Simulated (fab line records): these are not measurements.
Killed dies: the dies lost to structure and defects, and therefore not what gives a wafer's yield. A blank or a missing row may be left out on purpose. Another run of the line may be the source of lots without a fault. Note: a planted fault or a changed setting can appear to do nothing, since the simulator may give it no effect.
Shared-tool check + flow gf180mcu + 12 lots, 42 wafers sampled

WHY THIS WAS OPENED
2 of 12 lots carry a flag on the reading V4_CVD_00_THK at GF_V4_THK_MEAS_01. No-fault wafers: 599 nm, standard deviation 8.2.
Rule: flag the lot when none of its wafers has a number, or when each of its wafers that has one lies beyond 4 standard deviations from that mean. All remaining lots are regarded as sound.

| lot  | measured     | on           | V4_CVD_00_THK (nm), wafer by wafer | flag    |
|------|--------------|--------------|------------------------------------|---------|
| L573 | day 24 10:09 | filmMetro-02 | 609 597 600                        |         |
| L574 | day 24 20:45 | filmMetro-02 | 574 587 596                        |         |
| L576 | day 25 14:21 | filmMetro-04 | 607 600 591                        |         |
| L577 | day 26 01:28 | filmMetro-04 | 600 603 602                        |         |
| L578 | day 26 02:38 | filmMetro-03 | 598 593 604                        |         |
| L579 | day 26 15:50 | filmMetro-02 | 596 598 597                        |         |
| L580 | day 26 20:11 | filmMetro-02 | 603 592 593                        |         |
| L582 | day 27 14:06 | filmMetro-03 | 586 593 593                        |         |
| L583 | day 27 22:13 | filmMetro-02 | 593 591 594                        |         |
| L584 | day 28 00:45 | filmMetro-03 | 590 596 587                        |         |
| L593 | day 30 13:14 | filmMetro-03 | 305 309 307 305 309 307            | FLAGGED |
| L594 | day 30 21:25 | filmMetro-02 | 287 292 296 287 292 297            | FLAGGED |
On average the flagged lots' numbers are 299 nm, which is -300 nm against the usual, or -37 standard deviations.

WHICH TOOL RAN EACH LOT
2 process steps preceding the reading are held in the record, out of 602 steps in the route. Each cell gives the tool, then ch followed by the chambers the sampled wafers passed through, then the start.
| lot  | flag    | GF_V2_ETCH_17                                | GF_V4_CVD_00                     |
|------|---------|----------------------------------------------|----------------------------------|
| L573 |         | rieDiel-02 ch 1,2,3, day 24 10:04 or earlier | hdpcvd-02 ch 1,2, day 24 10:04   |
| L574 |         | rieDiel-01 ch 1,2,3, day 24 20:39 or earlier | hdpcvd-01 ch 0,1, day 24 20:39   |
| L576 |         | rieDiel-01 ch 0,3, day 25 14:17 or earlier   | hdpcvd-02 ch 0,2, day 25 14:17   |
| L577 |         | rieDiel-04 ch 1,2,3, day 26 01:20 or earlier | hdpcvd-02 ch 0, day 26 01:20     |
| L578 |         | rieDiel-02 ch 1,2,3, day 26 02:31 or earlier | hdpcvd-02 ch 0, day 26 02:31     |
| L579 |         | rieDiel-04 ch 1,2,3, day 26 15:43 or earlier | hdpcvd-02 ch 0,1, day 26 15:43   |
| L580 |         | rieDiel-04 ch 1,3, day 26 20:06 or earlier   | hdpcvd-02 ch 0,1, day 26 20:06   |
| L582 |         | rieDiel-02 ch 0,1,2, day 27 14:02 or earlier | hdpcvd-02 ch 0,2, day 27 14:02   |
| L583 |         | rieDiel-04 ch 3, day 27 22:08 or earlier     | hdpcvd-01 ch 0,1, day 27 22:08   |
| L584 |         | rieDiel-02 ch 2,3, day 28 00:40 or earlier   | hdpcvd-01 ch 0,1, day 28 00:40   |
| L593 | FLAGGED | rieDiel-02 ch 0,2, day 30 13:10 or earlier   | hdpcvd-02 ch 0,1, day 30 13:10   |
| L594 | FLAGGED | rieDiel-02 ch 0,1,2, day 30 21:20 or earlier | hdpcvd-02 ch 0,1,2, day 30 21:20 |
What the steps here do:
- GF_V2_ETCH_17: etches SiO2 in C4F8/O2/Ar, stops on TiN, target depth 630 nm.
- GF_V4_CVD_00: deposits SiO2, target thk 600 nm, time 100 s.
- GF_V4_THK_MEAS_01

FLAGGED OVER TOTAL, TOOL BY TOOL (the gauges that took the reading come last)
| step              | tool         | lots run | flagged | share of the flagged lots | sound lots run after its first flagged lot |
|-------------------|--------------|----------|---------|---------------------------|--------------------------------------------|
| GF_V2_ETCH_17     | rieDiel-01   | 2        | 0       | none                      | -                                          |
| GF_V2_ETCH_17     | rieDiel-02   | 6        | 2       | all                       | 0                                          |
| GF_V2_ETCH_17     | rieDiel-04   | 4        | 0       | none                      | -                                          |
| GF_V4_CVD_00      | hdpcvd-01    | 3        | 0       | none                      | -                                          |
| GF_V4_CVD_00      | hdpcvd-02    | 9        | 2       | all                       | 0                                          |
| GF_V4_THK_MEAS_01 | filmMetro-02 | 6        | 1       | some                      | 0                                          |
| GF_V4_THK_MEAS_01 | filmMetro-03 | 4        | 1       | some                      | 0                                          |
| GF_V4_THK_MEAS_01 | filmMetro-04 | 2        | 0       | none                      | -                                          |
GF_V2_ETCH_17: start missing for some lots; hours and lot order therefore follow GF_V4_CVD_00.

WHAT IS ALLOWED BY THE TABLE
Every flagged lot went through 2 rows of the table: rieDiel-02 at GF_V2_ETCH_17 and hdpcvd-02 at GF_V4_CVD_00.
- rieDiel-02 at GF_V2_ETCH_17 ran 6 lots, 2 of them flagged. A fault beginning between L584 (day 28 00:40), its last sound lot, and L593 (day 30 13:10), its first flagged one, fits the data.
- hdpcvd-02 at GF_V4_CVD_00 ran 9 lots, 2 of them flagged. A fault beginning between L582 (day 27 14:02), its last sound lot, and L593 (day 30 13:10), its first flagged one, fits the data. Its own readings (sih4FlowSccm) fall more than 4 standard deviations out on all wafers of the flagged lots.
Counting lots can't tell these 2 tools apart, because each fits a fault that began at some hour. More lots, or a look at what each step does to the wafer, might.

WHAT HAD BEEN PUT IN BY THE SIMULATOR
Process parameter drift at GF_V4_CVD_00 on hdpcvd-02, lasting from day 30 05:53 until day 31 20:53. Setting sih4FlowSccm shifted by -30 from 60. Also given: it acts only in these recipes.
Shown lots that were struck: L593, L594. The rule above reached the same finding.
